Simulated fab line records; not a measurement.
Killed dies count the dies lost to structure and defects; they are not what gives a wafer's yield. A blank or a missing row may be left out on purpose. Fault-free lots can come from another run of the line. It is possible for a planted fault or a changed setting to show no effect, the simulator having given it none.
Which tool did it?    flow sky130    12 lots, 36 wafers sampled, at 1 step of a route of 708

== WHAT THE GAUGES READ, wafer by wafer ==
SKY_METAL1_CD_MEAS_15 targets a cd of 140 nm.
lot   measured      on         cd-nm (nm)
L075  day 33 00:49  cd-sem-01  140.9 141.2 139.7
L077  day 34 11:19  cd-sem-01  139.0 139.7 139.4
L080  day 35 03:58  cd-sem-02  138.5 140.5 138.2
L081  day 35 06:41  cd-sem-01  140.3 140.2 141.0
L083  day 35 19:59  cd-sem-01  140.7 140.8 141.7
L084  day 36 15:05  cd-sem-01  138.3 139.7 140.0
L087  day 37 00:29  cd-sem-02  139.7 138.2 139.7
L089  day 37 18:02  cd-sem-02  140.8 140.6 142.5
L091  day 38 05:28  cd-sem-02  140.3 140.7 139.6
L093  day 38 17:15  cd-sem-01  140.1 140.1 139.2
L095  day 39 05:26  cd-sem-02  141.0 142.8 141.6
L097  day 40 05:34  cd-sem-01  141.7 139.9 140.8

== WHAT TOOL EACH LOT RAN ON (gives the tool, then ch and the chambers of the sampled wafers, and finally the start) ==
The record shows no process step preceding these readings.

== THE ANSWER, worked out from the rows above alone ==
Rule: the lots themselves supply what counts as usual. The widest of any qualifying gaps counts: lots, ordered by their means at a reading, are off when they make up no more than a third of the lots, leave a main group of 4 or more, and stand apart from it by 3 or more times the standard deviation of that group's means. A main group whose means are all the same, to the digits that the tables above print for the reading, isn't used. Also off: a lot with no number at a reading for which 4 or more lots have one. Where the step has rows for the other lots, those lots are counted as sound.
No lot is off on any of the readings shown, so nothing can be concluded from this.

== WHAT THE SIMULATOR PUT IN ==
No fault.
